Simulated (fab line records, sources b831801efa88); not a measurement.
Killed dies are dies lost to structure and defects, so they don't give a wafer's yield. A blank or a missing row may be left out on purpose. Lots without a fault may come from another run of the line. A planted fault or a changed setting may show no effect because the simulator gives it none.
Split-lot experiment | flow gf180mcu | 5 lots, 23 wafers read, on a route of 602 steps

THE SPLIT
At GF_MIM_EXPOSE_16 (exposes mask FuseTop, target cd 2000 nm), the setting dose_mj was moved away from the recipe's 140 on 10 of the 23 wafers read, by -6.8% to +4.7%. The other wafers ran this setting at the recipe's value.

FROM THE SPLIT TO THE READING: what the file shows between them, 2 steps
- GF_MIM_PEB_17
- GF_MIM_DEVELOP_18: develop time 60 s

THE READING
MIM.cd_nm (the simulator's own value, which no gauge read), in nm, at GF_MIM_METAL_ETCH_19 (etches the open film in Cl2/BCl3, stops on Si3N4, target depth 324.5 nm, time 54.1 s). The file gives no usual value for it. The 13 wafers here that ran the recipe average 2000 nm, standard deviation 3.5 nm.

wafer  | tool, chamber at the split | dose_mj as run | against the recipe | MIM.cd_nm, nm | against lot-mates on the recipe
L075.1 | iline_stepper-02, 0        | 140            | recipe             | 1997          | -
L075.2 | iline_stepper-02, 0        | 134.2          | -4.1%              | 2004          | +7
L075.3 | iline_stepper-02, 0        | 140            | recipe             | 1994          | -
L075.4 | iline_stepper-02, 0        | 134.2          | -4.1%              | 2011          | +14
L075.6 | iline_stepper-02, 0        | 140            | recipe             | 1999          | -
L079.1 | iline_stepper-02, 0        | 140            | recipe             | 1999          | -
L079.2 | iline_stepper-02, 0        | 130.5          | -6.8%              | 2020          | +19
L079.3 | iline_stepper-02, 0        | 130.5          | -6.8%              | 2019          | +18
L079.4 | iline_stepper-02, 0        | 130.5          | -6.8%              | 2021          | +20
L079.5 | iline_stepper-02, 0        | 140            | recipe             | 2003          | -
L078.2 | iline_stepper-01, 0        | 140            | recipe             | 1997          | -
L078.3 | iline_stepper-01, 0        | 140            | recipe             | 1998          | -
L078.4 | iline_stepper-01, 0        | 135.1          | -3.5%              | 2009          | +10
L078.5 | iline_stepper-01, 0        | 140            | recipe             | 2001          | -
L078.6 | iline_stepper-01, 0        | 135.1          | -3.5%              | 2007          | +8
L082.1 | iline_stepper-01, 0        | 140            | recipe             | 2000          | -
L082.2 | iline_stepper-01, 0        | 146.6          | +4.7%              | 1994          | -10
L082.3 | iline_stepper-01, 0        | 146.6          | +4.7%              | 1986          | -18
L082.6 | iline_stepper-01, 0        | 146.6          | +4.7%              | 1986          | -18
L082.4 | iline_stepper-01, 0        | 140            | recipe             | 2008          | -
L085.2 | iline_stepper-02, 0        | 140            | recipe             | 2004          | -
L085.3 | iline_stepper-02, 0        | 140            | recipe             | 2003          | -
L085.4 | iline_stepper-02, 0        | 140            | recipe             | 1999          | -

THE FIT
A straight line over all 23 wafers: MIM.cd_nm changes by -2.59 nm for each +1% of dose_mj; r = -0.93; the points scatter about the line by 3.6 nm.
The same after taking each lot's own level away (the mean of its wafers on the recipe; 23 wafers): -2.92 nm for each +1%; r = -0.96; scatter 2.7 nm.
On that fit, the largest move of dose_mj shifts the reading by 20 nm.
The lots' own levels span 1996.7 to 2004.0 nm, that is 2.1 times the standard deviation above.
So the lot-to-lot level changes the slope: the two fits differ.
Check: with one of the wafers moved furthest among these (-6.8%) left out of the fit, the line predicts +19.4 nm for it against its lot-mates. It came out at +19 nm against them.

OTHER SPLITS ON THESE WAFERS
These wafers also went through other splits before the reading. Each is held against what the fit with the lots' levels taken away leaves over:
other split on the same wafers  | wafers away from the commonest value | r with MIM.cd_nm (lot level and that fit taken away)
GF_M4_SPUTTER_02 time_s         | 7                                    | -0.28
GF_V4_CMP_04 leave_above_ref_nm | 4                                    | -0.22
GF_V4_PEB_12 peb_temp_c         | 10                                   | +0.06
GF_V4_ETCH_16 source_w          | 11                                   | +0.05
GF_MIM_SPUTTER_01 time_s        | 12                                   | -0.20
GF_MIM_SPUTTER_09 time_s        | 7                                    | -0.02

THE FILE'S OWN FIT
MIM.cd_nm changes by -2.87 nm for each +1% of dose_mj, r = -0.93.
